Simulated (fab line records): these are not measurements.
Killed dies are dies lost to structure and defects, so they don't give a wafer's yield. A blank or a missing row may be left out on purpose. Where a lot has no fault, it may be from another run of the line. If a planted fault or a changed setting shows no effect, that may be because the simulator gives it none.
Matching of chambers -- flow sky130 -- 3 sister chambers for SKY_CONTACT_HDPCVD_02 on hdpcvd-01
The step deposits SiO2, target thk 565 nm, time 94.2 s. 6 wafers are shown with their chamber, then 7 later ones without.

WAFERS WITH THEIR CHAMBER
wafer,chamber,sih4 flow sccm (sccm)
L758.3,0,59.95
L758.4,1,60.39
L760.2,1,59.87
L760.3,0,60.25
L763.2,2,59.91
L763.3,2,60.31

WAFERS WITH NO CHAMBER GIVEN
wafer,sih4 flow sccm (sccm)
L763.4,60.22
L770.2,59.93
L770.4,60.12
L770.5,59.85
L772.1,60.14
L772.2,59.80
L772.6,60.22

CHAMBER TAKEN BY EACH
wafer,from the rows above,in truth
L763.4,can't be placed: 1 or 2 or 0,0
L770.2,can't be placed: 0 or 2 or 1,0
L770.4,can't be placed: 1 or 2 or 0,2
L770.5,can't be placed: 0 or 2 or 1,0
L772.1,can't be placed: 1 or 2 or 0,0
L772.2,can't be placed: 0 or 2 or 1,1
L772.6,can't be placed: 1 or 2 or 0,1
Placed correctly: 0 of 7. From these rows, 7 cannot be placed; in 7 the true chamber is one of the candidates. Number placed wrongly: 0.
How it was worked out, from the rows above alone: a wafer's distance from a chamber is the root of the sum, over the readings, of the square of ((its reading less the chamber's mean) divided by the reading's scatter). If the next closest chamber is less than 2 further off than the closest, the wafer can't be placed; otherwise it belongs to the closest. For every chamber, the mean is computed from those of its wafers that are shown. How the scatter is found: for the shown wafers, subtract from each reading the mean of its chamber, square and add these, divide the total by (wafers less chambers), then take the root.
